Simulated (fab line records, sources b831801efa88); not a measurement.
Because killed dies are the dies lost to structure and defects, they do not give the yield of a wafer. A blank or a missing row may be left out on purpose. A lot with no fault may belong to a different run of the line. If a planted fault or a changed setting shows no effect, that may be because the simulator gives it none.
fab line records    flow sky130
record: lots: 7  wafers: 20  lastDay: 50
route steps=708 shown VIA2@510 PAD_OPEN@708
lots with no fault: from the same line, run without faults
startH: hours from the record's first day to the start of the lot's first wafer shown    waitH: hours since the lot's step before    " same as the row above    L1.1+2: a row that stands for several wafers    - value missing, or start not given    * or withheld: withheld    < > ~ a bound
route shown NAME@n: a module of which the file shows steps, and the number in the route of the first    usual: average and standard deviation across the fault-free wafers    same: alike in all rows    chamber/n: place in a boat    sites: per-site readings    _std_site: how widely they spread, as a standard deviation    _edge_site: inner sites' mean taken away from outer sites' mean    radiusMm: how far each site lies from the wafer's centre    mask NAME#n: copy n    behind: the last tool/chamber to shape the wafer    hold: why the lot was held/for how many hours/how that ended    device: which transistor (n, p or np) failed to switch    end of line: the tests these same wafers got at the end of their route    where a step has no rows: the recipe by itself    killed: not the wafer's yield, but the dies lost to structure and defects at the first sort    map: the dies of a wafer, with x for killed, . for not killed, _ for no die there
set.NAME: the setting as run; set.NAME@STEP: as run at that earlier step    model.NAME: the simulator's own value behind a step, which no gauge read
lots seen at some steps along the route; tables by step, rows by wafer
services: when a tool's chamber went out of use (startH, in hours from the record's first day, below 0 if earlier), for how many hours, and the reason
== steps ==
step: SKY_VIA2_BOW_MEAS_03
recipe: mode: bow
usual: VIA2_BOW: 88/7.3
lot.wafer  tool          chamber  startH  waitH  VIA2_BOW[um]
L823.2     filmMetro-03  -        820.56  0.2    87
L823.4     "             -        "       "      79
L823.6     "             -        "       "      94
L830.4     filmMetro-03  -        874.41  0.3    98
L830.5     "             -        "       "      96
L830.6     "             -        "       "      88
L833.3     filmMetro-03  -        896.15  0.3    84
L833.4     "             -        "       "      85
L834.1     filmMetro-04  -        904.53  0.2    84
L834.4     "             -        "       "      81
L834.6     "             -        "       "      83
L835.2     filmMetro-03  -        918.05  0.2    82
L835.3     "             -        "       "      87
L835.6     "             -        "       "      78
L845.1     filmMetro-01  -        985.32  0.2    88
L845.4     "             -        "       "      88
L845.6     "             -        "       "      87
L846.1     filmMetro-01  -        988.25  0.2    81
L846.2     "             -        "       "      87
L846.3     "             -        "       "      77
step: SKY_VIA2_DEHYDRATE_04
recipe: tempC: 200  timeS: 60
step: SKY_VIA2_HMDS_05
recipe: primeTimeS: 60  primeTempC: 120
step: SKY_VIA2_COAT_06
recipe: resist: BARC  tempC: withheld  timeS: withheld  spinRpm: 3000  resistThkNm: 60
step: SKY_VIA2_COAT_07
recipe: resist: KrF-thick  spinRpm: 3000  resistThkNm: 450
step: SKY_VIA2_SOFTBAKE_08
recipe: tempC: 100  timeS: 90  resist: KrF-thick
step: SKY_VIA2_EXPOSE_09
recipe: maskId: VIM2  na: 0.8  sourceShape: annular  sigmaInner: 0.55  sigmaOuter: 0.85  targetCdNm: 200  doseMj: 38
step: SKY_VIA2_PEB_10
recipe: pebTempC: withheld  pebTimeS: withheld  resist: KrF-thick
step: SKY_VIA2_DEVELOP_11
recipe: developTimeS: 60  resist: KrF-thick  devTempC: 21
step: SKY_VIA2_CD_MEAS_12
recipe: targetCdNm: 200
usual: cdNm: 199.9/1.5
lot.wafer  tool      chamber  startH   waitH  cdNm
L823.2     cdSem-02  -        847.25   -      198.6
L823.4     "         -        "        "      198.8
L823.6     "         -        "        "      199.2
L830.4     cdSem-02  -        900.03   -      199.2
L830.5     "         -        "        "      200.3
L830.6     "         -        "        "      199.4
L833.3     cdSem-02  -        920.62   -      201.3
L833.4     "         -        "        "      200.6
L834.1     cdSem-01  -        929.01   -      201.4
L834.4     "         -        "        "      200.1
L834.6     "         -        "        "      200.3
L835.2     cdSem-02  -        942.73   -      201.3
L835.3     "         -        "        "      201.0
L835.6     "         -        "        "      202.3
L845.1     cdSem-02  -        1009.43  -      196.2
L845.4     "         -        "        "      197.7
L845.6     "         -        "        "      197.5
L846.1     cdSem-01  -        1012.42  -      199.5
L846.2     "         -        "        "      199.6
L846.3     "         -        "        "      198.9
step: SKY_VIA2_OVL_MEAS_13
usual: VIA2_OVL: 3/5.9
lot.wafer  tool        chamber  startH   waitH  VIA2_OVL[nm]
L823.2     overlay-02  -        847.36   0.1    0
L823.4     "           -        "        "      3
L823.6     "           -        "        "      3
L830.4     overlay-02  -        900.11   0.1    3
L830.5     "           -        "        "      2
L830.6     "           -        "        "      -3
L833.3     overlay-02  -        920.71   0.1    -1
L833.4     "           -        "        "      3
L834.1     overlay-02  -        929.13   0.1    3
L834.4     "           -        "        "      -4
L834.6     "           -        "        "      6
L835.2     overlay-02  -        942.84   0.1    10
L835.3     "           -        "        "      7
L835.6     "           -        "        "      11
L845.1     overlay-02  -        1009.55  0.1    -3
L845.4     "           -        "        "      2
L845.6     "           -        "        "      -3
L846.1     overlay-02  -        1012.54  0.1    -3
L846.2     "           -        "        "      -4
L846.3     "           -        "        "      -3
step: SKY_VIA2_ETCH_14
recipe: chemistry: N2/H2  target: BARC  ionEnergyEv: 200  sourceW: 500  biasW: 100  pressureMtorr: 30  n2FlowSccm: 100  h2FlowSccm: 200  stopOn: SiO2  timeS: 45.9  targetDepthA: 600
usual: chamberPressureMTorr: 30.001/0.026  drypumpMotorCurrentA: 5.7/0.35  oesProductAu: 0.855/0.0047  throttleValvePct: 13.224/0.0092
lot.wafer  tool        chamber  startH   waitH  chamberPressureMTorr  drypumpMotorCurrentA  oesProductAu  rfHoursCounterH  throttleValvePct
L823.2     rieDiel-01  0        847.39   0.0    30.034                5.6                   0.854         14               13.231
L823.4     "           0        "        "      29.999                5.5                   0.855         -                13.229
L823.6     "           1        "        "      30.014                5.9                   0.853         -                13.222
L830.4     rieDiel-04  0        900.13   0.0    30.047                5.5                   0.851         18               13.202
L830.5     "           3        "        "      30.008                5.9                   0.848         -                13.221
L830.6     "           2        "        "      30.016                6.3                   0.854         -                13.229
L833.3     rieDiel-04  2        920.74   0.0    30.012                6.4                   0.852         26               13.217
L833.4     "           0        "        "      30.015                5.6                   0.846         19               13.213
L834.1     rieDiel-04  1        929.17   0.0    30.011                5.2                   0.852         25               13.215
L834.4     "           0        "        "      30.008                5.5                   0.854         19               13.237
L834.6     "           3        "        "      29.978                5.9                   0.865         -                13.222
L835.2     rieDiel-04  3        942.87   0.0    29.993                5.9                   0.846         23               13.213
L835.3     "           2        "        "      29.988                6.4                   0.852         27               13.228
L835.6     "           3        "        "      29.976                5.9                   0.855         -                13.233
L845.1     rieDiel-04  3        1009.59  0.0    30.001                5.9                   0.855         26               13.228
L845.4     "           2        "        "      29.983                6.4                   0.857         29               13.224
L845.6     "           0        "        "      29.979                5.5                   0.857         -                13.228
L846.1     rieDiel-01  1        1012.58  0.0    30.014                5.9                   0.853         13               13.224
L846.2     "           2        "        "      30.040                5.9                   0.855         4                13.235
L846.3     "           3        "        "      30.008                5.3                   0.851         23               13.229
step: SKY_VIA2_ETCH_15
recipe: target: SiO2  chemistry: C4F8/O2/Ar  targetDepthNm: 546  stopOn: TiN  maskMaterial: KrF-thick  sourceW: 1500  biasW: 1200  pressureMtorr: 40  c4f8FlowSccm: withheld  O2_flow_sccm: 6  Ar_flow_sccm: 300  timeS: 84
usual: chamberPressureMTorr: 40.00/0.05  oesProductAu: 0.940/0.0045
lot.wafer  tool        chamber  startH   waitH  chamberPressureMTorr  oesProductAu  rfHoursCounterH  model.VIA2.featureDepthNm  model.etch.depthNm  model.KrF-thick_of_VIA2_COAT_07.thkNm
L823.2     rieDiel-01  0        847.43   0.0    39.98                 0.938         14               495.1                      495.1               285.9
L823.4     "           0        "        "      40.04                 0.944         -                495.5                      495.5               282.7
L823.6     "           1        "        "      39.92                 0.940         -                493.9                      493.9               286.3
L830.4     rieDiel-04  0        900.17   0.0    40.00                 0.934         18               495.2                      495.2               286.1
L830.5     "           3        "        "      40.02                 0.943         -                494.2                      494.2               284.5
L830.6     "           2        "        "      39.99                 0.943         -                494.8                      494.8               284.2
L833.3     rieDiel-04  2        920.78   0.0    40.01                 0.825         26               397.4                      397.4               314.5
L833.4     "           0        "        "      40.00                 0.827         19               391                        391                 316.5
L834.1     rieDiel-04  1        929.21   0.0    40.05                 0.942         25               493.8                      493.8               278.6
L834.4     "           0        "        "      40.05                 0.833         19               397.9                      397.9               312.7
L834.6     "           3        "        "      40.01                 0.942         -                495.8                      495.8               281.4
L835.2     rieDiel-04  3        942.91   0.0    39.97                 0.937         23               495.7                      495.7               283.6
L835.3     "           2        "        "      40.03                 0.837         27               401.8                      401.8               312.5
L835.6     "           3        "        "      40.00                 0.935         -                495.5                      495.5               282.8
L845.1     rieDiel-04  3        1009.63  0.0    39.90                 0.937         26               495.3                      495.3               281.1
L845.4     "           2        "        "      40.06                 0.943         29               496                        496                 283.7
L845.6     "           0        "        "      39.98                 0.935         -                495.7                      495.7               288.1
L846.1     rieDiel-01  1        1012.62  0.0    40.00                 0.937         13               496.3                      496.3               282.5
L846.2     "           2        "        "      39.99                 0.942         4                494.9                      494.9               282.6
L846.3     "           3        "        "      40.01                 0.930         23               494.1                      494.1               282.7
step: SKY_VIA2_STRIP_16
recipe: chemistry: O2/N2  powerW: 1400  pressureMtorr: 1500  platenTempC: withheld  o2FlowSccm: 3000  n2FlowSccm: 300  overashFraction: 0.5
usual: chamberPressureMTorr: 1500.0/1.4  drypumpMotorCurrentA: 5.5/0.36  oesProductAu: 0.399/0.0047  stripTimeToEndpointS: 4.052/0.027
lot.wafer  tool            chamber  startH   waitH  chamberPressureMTorr  drypumpMotorCurrentA  oesProductAu  rfHoursCounterH  stripTimeToEndpointS
L823.2     plasmaAsher-01  0        847.49   0.0    1499.0                5.5                   0.398         44               4.084
L823.4     "               0        "        "      1501.2                5.5                   0.399         -                4.055
L823.6     "               0        "        "      1501.4                5.4                   0.398         -                4.084
L830.4     plasmaAsher-01  1        900.27   0.1    1499.6                5.8                   0.407         -                4.071
L830.5     "               0        "        "      1498.6                5.5                   0.410         -                4.056
L830.6     "               1        "        "      1499.0                5.8                   0.398         -                4.072
L833.3     plasmaAsher-04  1        920.88   0.1    1499.6                5.5                   0.413         -                4.373
L833.4     "               0        "        "      1500.2                6.0                   0.406         -                4.405
L834.1     plasmaAsher-01  1        929.27   0.0    1498.8                5.8                   0.396         53               3.988
L834.4     "               1        "        "      1500.6                5.8                   0.404         -                4.350
L834.6     "               1        "        "      1499.4                5.8                   0.398         -                4.023
L835.2     plasmaAsher-04  1        942.97   0.0    1496.7                5.5                   0.396         18               4.048
L835.3     "               1        "        "      1498.0                5.5                   0.412         -                4.356
L835.6     "               1        "        "      1501.7                5.5                   0.404         -                4.047
L845.1     plasmaAsher-04  1        1009.69  0.0    1500.0                5.5                   0.403         25               4.022
L845.4     "               0        "        "      1498.9                6.0                   0.404         -                4.063
L845.6     "               1        "        "      1500.7                5.5                   0.411         -                4.108
L846.1     plasmaAsher-04  0        1012.69  0.0    1498.9                6.0                   0.396         25               4.036
L846.2     "               1        "        "      1498.8                5.5                   0.393         25               4.030
L846.3     "               0        "        "      1500.8                6.0                   0.398         -                4.037
step: SKY_VIA2_STRIP_17
recipe: chemistry: postEtchResidueRemover  timeS: 1200  tempC: 72.5
step: SKY_PAD_OPEN_PROBE_99
usual: defectLimitedYield: 82.4/1.9  killed_at_M0_to_M3: 44/7.5  killed_at_M4_up: 3.2/1.9  killedAtContacts: 23/4.7  killedAtFrontEnd: 15/4.7  killedAtOther: 0.4/0.66  killedDies: 87/9.3  killedOnRim: 17/4.1  killedOpen: 47/7.2  killedShort: 39/6.5  sort_bin_3_pad_short: 0.8/0.39  sort_bin_5_function: 10.5/1.4  sort_bin_6_memory: 6.3/1.2  sortNPass: 405/9.3  sortYieldPct: 82.4/1.9
same: grossDies: 492  killedAtBackSide: 0  sort_bin_4_leakage[%]: 0  sort_bin_8_speed[%]: 0
lot.wafer  tool       chamber  startH   waitH  defectLimitedYield[%]  killed_at_M0_to_M3  killed_at_M4_up  killedAtContacts  killedAtFrontEnd  killedAtOther  killedDies  killedOnRim  killedOpen  killedShort  sort_bin_3_pad_short[%]  sort_bin_5_function[%]  sort_bin_6_memory[%]  sortNPass  sortYieldPct[%]
L823.2     prober-02  -        1074.95  0.1    85.6                   26                  4                25                16                0              71          13           43          28           0.6                      7.1                     6.7                   421        85.6
L823.4     prober-02  -        1075.05  0.2    83.1                   45                  4                18                16                0              83          18           43          40           1.6                      11.4                    3.9                   409        83.1
L823.6     prober-02  -        1075.15  0.2    84.1                   43                  3                17                15                0              78          13           34          44           1.0                      10.6                    4.3                   414        84.1
L830.4     prober-01  -        1116.04  0.2    85.2                   38                  3                20                12                0              73          19           44          29           0.8                      8.7                     5.3                   419        85.2
L830.5     prober-01  -        1116.09  0.2    84.1                   49                  4                13                12                0              78          16           33          45           0.8                      7.9                     7.1                   414        84.1
L830.6     prober-01  -        1116.14  0.2    82.7                   50                  1                22                12                0              85          16           48          37           1.4                      10.6                    5.3                   407        82.7
L833.3     prober-02  -        1134.10  0.2    0                      451                 2                23                16                0              492         96           54          33           1.0                      92.9                    6.1                   0          0
L833.4     prober-02  -        1134.15  0.2    0                      449                 4                22                17                0              492         96           57          35           0.6                      94.1                    5.3                   0          0
L834.1     prober-01  -        1144.76  0.1    83.7                   42                  1                27                9                 1              80          19           44          36           0.6                      8.7                     6.9                   412        83.7
L834.4     prober-01  -        1144.91  0.2    0                      448                 10               18                15                1              492         96           50          40           1.6                      91.3                    7.1                   0          0
L834.6     prober-01  -        1145.01  0.2    82.5                   43                  2                26                15                0              86          20           54          31           0.8                      11.8                    4.9                   406        82.5
L835.2     prober-02  -        1149.79  0.1    81.7                   46                  6                26                12                0              90          18           46          44           0.8                      11.8                    5.7                   402        81.7
L835.3     prober-02  -        1149.84  0.2    0                      451                 2                27                12                0              492         96           44          31           0.8                      94.5                    4.7                   0          0
L835.6     prober-02  -        1149.99  0.2    81.1                   48                  5                29                10                1              93          22           52          41           1.2                      10.8                    6.9                   399        81.1
L846.1     prober-02  -        1199.69  0.1    84.3                   38                  5                22                12                0              77          11           31          46           0.2                      8.5                     6.9                   415        84.3
L846.2     prober-02  -        1199.74  0.1    82.5                   43                  0                27                16                0              86          14           44          38           0.8                      8.9                     7.7                   406        82.5
L846.3     prober-02  -        1199.79  0.2    85.4                   29                  2                25                16                0              72          16           36          36           0.8                      8.9                     4.9                   420        85.4
L845.1     prober-01  -        1201.19  0.1    86.6                   25                  4                15                22                0              66          13           40          26           0.6                      9.6                     3.3                   426        86.6
L845.4     prober-01  -        1201.34  0.2    86.2                   38                  4                10                16                0              68          11           32          36           0.8                      7.5                     5.5                   424        86.2
L845.6     prober-01  -        1201.44  0.2    82.7                   34                  7                26                18                0              85          16           51          34           1.0                      11.0                    5.3                   407        82.7
killed by level:class
L823.2 LI_CONTACT:geometricParticle:open=13 CONTACT:geometricParticle:open=7 VIA1:geometricParticle:open=6 POLY_GATE:geometricParticle:short=5 VIA3:geometricParticle:open=5 FIELD_ISO:geometricParticle:open=4 METAL2:geometricParticle:short=4 FIELD_ISO:geometricParticle:short=3
L823.4 VIA2:geometricParticle:open=11 POLY_GATE:geometricParticle:short=8 LI_CONTACT:geometricParticle:open=7 CONTACT:geometricParticle:open=7 VIA1:geometricParticle:open=7 METAL1:geometricParticle:short=5 METAL2:geometricParticle:short=4 VIA3:geometricParticle:short=4
L823.6 VIA3:geometricParticle:open=8 LI_CONTACT:geometricParticle:open=6 VIA1:geometricParticle:short=6 VIA2:geometricParticle:open=6 VIA3:geometricParticle:short=6 POLY_GATE:geometricParticle:short=5 METAL1:geometricParticle:short=5 LI_CONTACT:geometricParticle:short=4
L830.4 VIA1:geometricParticle:open=11 VIA2:geometricParticle:open=8 LI_CONTACT:geometricParticle:open=6 CONTACT:geometricParticle:open=6 FIELD_ISO:geometricParticle:open=5 VIA2:geometricParticle:short=4 SPACER:geometricParticle:short=3 LI_CONTACT:geometricParticle:short=3
L830.5 VIA1:geometricParticle:open=14 METAL2:geometricParticle:short=8 METAL1:geometricParticle:short=7 VIA2:geometricParticle:open=7 LOCAL_INTERCONNECT:geometricParticle:short=5 VIA1:geometricParticle:short=5 METAL4:geometricParticle:short=4 LI_CONTACT:geometricParticle:open=4
L830.6 VIA1:geometricParticle:open=13 CONTACT:geometricParticle:open=10 VIA2:geometricParticle:open=9 METAL2:geometricParticle:short=6 CONTACT:geometricParticle:short=5 METAL1:geometricParticle:short=4 METAL1:geometricParticle:open=4 VIA1:geometricParticle:short=4
L833.3 VIA2:areaEtch=404 VIA1:geometricParticle:open=12 CONTACT:geometricParticle:open=9 VIA2:geometricParticle:open=9 VIA3:geometricParticle:open=8 FIELD_ISO:geometricParticle:open=7 LI_CONTACT:geometricParticle:short=5 CONTACT:geometricParticle:short=4
L833.4 VIA2:areaEtch=400 VIA3:geometricParticle:open=13 VIA2:geometricParticle:open=9 CONTACT:geometricParticle:open=8 VIA1:geometricParticle:open=8 POLY_GATE:geometricParticle:short=5 LI_CONTACT:geometricParticle:open=5 METAL1:geometricParticle:short=5
L834.1 CONTACT:geometricParticle:open=10 VIA2:geometricParticle:open=10 VIA1:geometricParticle:open=9 LI_CONTACT:geometricParticle:open=7 LOCAL_INTERCONNECT:geometricParticle:short=6 METAL2:geometricParticle:short=5 VIA1:geometricParticle:short=4 METAL3:geometricParticle:short=3
L834.4 VIA2:areaEtch=402 VIA1:geometricParticle:open=11 VIA2:geometricParticle:open=9 METAL4:geometricParticle:short=8 CONTACT:geometricParticle:open=8 VIA3:geometricParticle:open=6 METAL1:geometricParticle:short=5 VIA1:geometricParticle:short=5
L834.6 VIA1:geometricParticle:open=11 CONTACT:geometricParticle:open=9 LI_CONTACT:geometricParticle:open=8 VIA2:geometricParticle:open=7 LOCAL_INTERCONNECT:geometricParticle:short=6 METAL1:geometricParticle:short=5 METAL1:geometricParticle:open=5 VIA1:geometricParticle:short=5
L835.2 VIA1:geometricParticle:open=13 LI_CONTACT:geometricParticle:open=10 CONTACT:geometricParticle:short=6 VIA1:geometricParticle:short=6 VIA3:geometricParticle:open=6 METAL1:geometricParticle:short=5 VIA2:geometricParticle:open=5 FIELD_ISO:geometricParticle:open=4
L835.3 VIA2:areaEtch=417 CONTACT:geometricParticle:open=11 VIA1:geometricParticle:open=8 VIA3:geometricParticle:open=7 LI_CONTACT:geometricParticle:open=6 CONTACT:geometricParticle:short=5 METAL2:geometricParticle:short=5 VIA2:geometricParticle:open=4
L835.6 CONTACT:geometricParticle:open=12 VIA1:geometricParticle:open=12 METAL1:geometricParticle:short=8 VIA3:geometricParticle:open=7 LOCAL_INTERCONNECT:geometricParticle:short=6 VIA3:geometricParticle:short=6 LI_CONTACT:geometricParticle:open=5 VIA1:geometricParticle:short=5
L846.1 METAL2:geometricParticle:short=10 LOCAL_INTERCONNECT:geometricParticle:short=6 CONTACT:geometricParticle:open=6 METAL1:geometricParticle:short=5 VIA3:geometricParticle:short=5 VIA3:geometricParticle:open=5 FIELD_ISO:geometricParticle:open=4 LI_CONTACT:geometricParticle:open=4
L846.2 FIELD_ISO:geometricParticle:short=9 CONTACT:geometricParticle:open=9 VIA1:geometricParticle:open=9 METAL2:geometricParticle:short=9 VIA3:geometricParticle:open=7 LI_CONTACT:geometricParticle:open=6 FIELD_ISO:geometricParticle:open=4 LI_CONTACT:geometricParticle:short=4
L846.3 VIA1:geometricParticle:open=8 LI_CONTACT:geometricParticle:open=6 VIA3:geometricParticle:open=6 LOCAL_INTERCONNECT:geometricParticle:short=6 CONTACT:geometricParticle:open=6 METAL2:geometricParticle:short=6 POLY_GATE:geometricParticle:short=5 POLY_GATE:geometricParticle:open=4
L845.1 VIA1:geometricParticle:open=9 POLY_GATE:geometricParticle:short=8 LI_CONTACT:geometricParticle:open=6 POLY_GATE:geometricParticle:open=5 SPACER:geometricParticle:short=3 POLY_CUT:geometricParticle:open=3 METAL4:geometricParticle:short=3 CONTACT:geometricParticle:short=3
L845.4 METAL2:geometricParticle:short=8 VIA2:geometricParticle:open=6 VIA1:geometricParticle:open=6 FIELD_ISO:geometricParticle:short=5 FIELD_ISO:geometricParticle:open=5 CONTACT:geometricParticle:open=4 VIA3:geometricParticle:open=4 LI_CONTACT:geometricParticle:open=3
L845.6 CONTACT:geometricParticle:open=13 METAL2:geometricParticle:short=10 VIA1:geometricParticle:open=7 LI_CONTACT:geometricParticle:open=6 VIA2:geometricParticle:open=6 FIELD_ISO:geometricParticle:open=5 POLY_GATE:geometricParticle:open=5 POLY_GATE:geometricParticle:short=4
map L833.3 (x killed, . not)
__________xxxxxxxxxx_________
________xxxxxxxxxxxxxx_______
______xxxxxxxxxxxxxxxxxx_____
_____xxxxxxxxxxxxxxxxxxxx____
____xxxxxxxxxxxxxxxxxxxxxx___
___xxxxxxxxxxxxxxxxxxxxxxxx__
__xxxxxxxxxxxxxxxxxxxxxxxxxx_
_xxxxxxxxxxxxxxxxxxxxxxxxxxxx
_xxxxxxxxxxxxxxxxxxxxxxxxxxxx
_xxxxxxxxxxxxxxxxxxxxxxxxxxxx
_xxxxxxxxxxxxxxxxxxxxxxxxxxxx
_xxxxxxxxxxxxxxxxxxxxxxxxxxxx
_xxxxxxxxxxxxxxxxxxxxxxxxxxxx
_xxxxxxxxxxxxxxxxxxxxxxxxxxxx
_xxxxxxxxxxxxxxxxxxxxxxxxxxxx
__xxxxxxxxxxxxxxxxxxxxxxxxxx_
___xxxxxxxxxxxxxxxxxxxxxxxx__
____xxxxxxxxxxxxxxxxxxxxxx___
_____xxxxxxxxxxxxxxxxxxxx____
______xxxxxxxxxxxxxxxxxx_____
________xxxxxxxxxxxxxx_______
__________xxxxxxxxxx_________
map L834.4 (x killed, . not)
__________xxxxxxxxxx_________
________xxxxxxxxxxxxxx_______
______xxxxxxxxxxxxxxxxxx_____
_____xxxxxxxxxxxxxxxxxxxx____
____xxxxxxxxxxxxxxxxxxxxxx___
___xxxxxxxxxxxxxxxxxxxxxxxx__
__xxxxxxxxxxxxxxxxxxxxxxxxxx_
_xxxxxxxxxxxxxxxxxxxxxxxxxxxx
_xxxxxxxxxxxxxxxxxxxxxxxxxxxx
_xxxxxxxxxxxxxxxxxxxxxxxxxxxx
_xxxxxxxxxxxxxxxxxxxxxxxxxxxx
_xxxxxxxxxxxxxxxxxxxxxxxxxxxx
_xxxxxxxxxxxxxxxxxxxxxxxxxxxx
_xxxxxxxxxxxxxxxxxxxxxxxxxxxx
_xxxxxxxxxxxxxxxxxxxxxxxxxxxx
__xxxxxxxxxxxxxxxxxxxxxxxxxx_
___xxxxxxxxxxxxxxxxxxxxxxxx__
____xxxxxxxxxxxxxxxxxxxxxx___
_____xxxxxxxxxxxxxxxxxxxx____
______xxxxxxxxxxxxxxxxxx_____
________xxxxxxxxxxxxxx_______
__________xxxxxxxxxx_________
== services ==
tool            chamber  startH   hours  kind
rieDiel-04      1        828.45   9.7    repair
rieDiel-04      3        836.02   1.4    repair
rieDiel-01      2        844.97   -      clean
rieDiel-01      2        844.97   33.2   scheduledDown
rieDiel-01      2        844.97   33.2   ventCycle
rieDiel-01      1        872.11   2.4    repair
plasmaAsher-04  -        902.95   12.9   pm
rieDiel-01      2        930.93   3.9    repair
plasmaAsher-01  -        966.95   3.2    repair
rieDiel-04      0        969.95   19.9   repair
rieDiel-04      2        994.33   8.7    repair
rieDiel-04      -        994.80   0.5    repair
rieDiel-04      1        999.26   6.3    repair
rieDiel-01      0        1008.08  9.8    repair
rieDiel-01      1        1009.95  2.3    repair
== key ==
firstSign: step: SKY_VIA2_ETCH_15  reading: oesProductAu  direction: down  sigmas: 24  usual: 0.940  struck: 0.831
effect: step: SKY_VIA2_STRIP_16  reading: stripTimeToEndpointS  direction: up  sigmas: 12  usual: *  struck: *
effect: step: SKY_PAD_OPEN_PROBE_99  reading: sort_bin_5_function  direction: up  sigmas: 58  usual: 10.5  struck: 93.2
modelEffect: step: SKY_VIA2_ETCH_15  value: VIA2.featureDepthNm  without: 495.3  struck: 397
moreKillsBornAt: SKY_VIA2_ETCH_15@rieDiel-04: 1623
metAt SKY_VIA2_ETCH_15
struckWafers L833.3,L833.4,L834.4,L835.3
laterRowsLeftOut L833.3,L833.4,L834.4,L835.3
onsetBetween 900.17 920.78
fault: kind: processParameterDrift  tool: rieDiel-04  chamber: -  onsetH: 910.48  steps: SKY_VIA2_ETCH_15  channel: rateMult  offset: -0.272  shape: step  endH: 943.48  scope: struckWafersOnly
laterRowsLeftOut: the simulator's readings of these wafers behind a module that went badly wrong aren't trusted and aren't shown, but for the sort
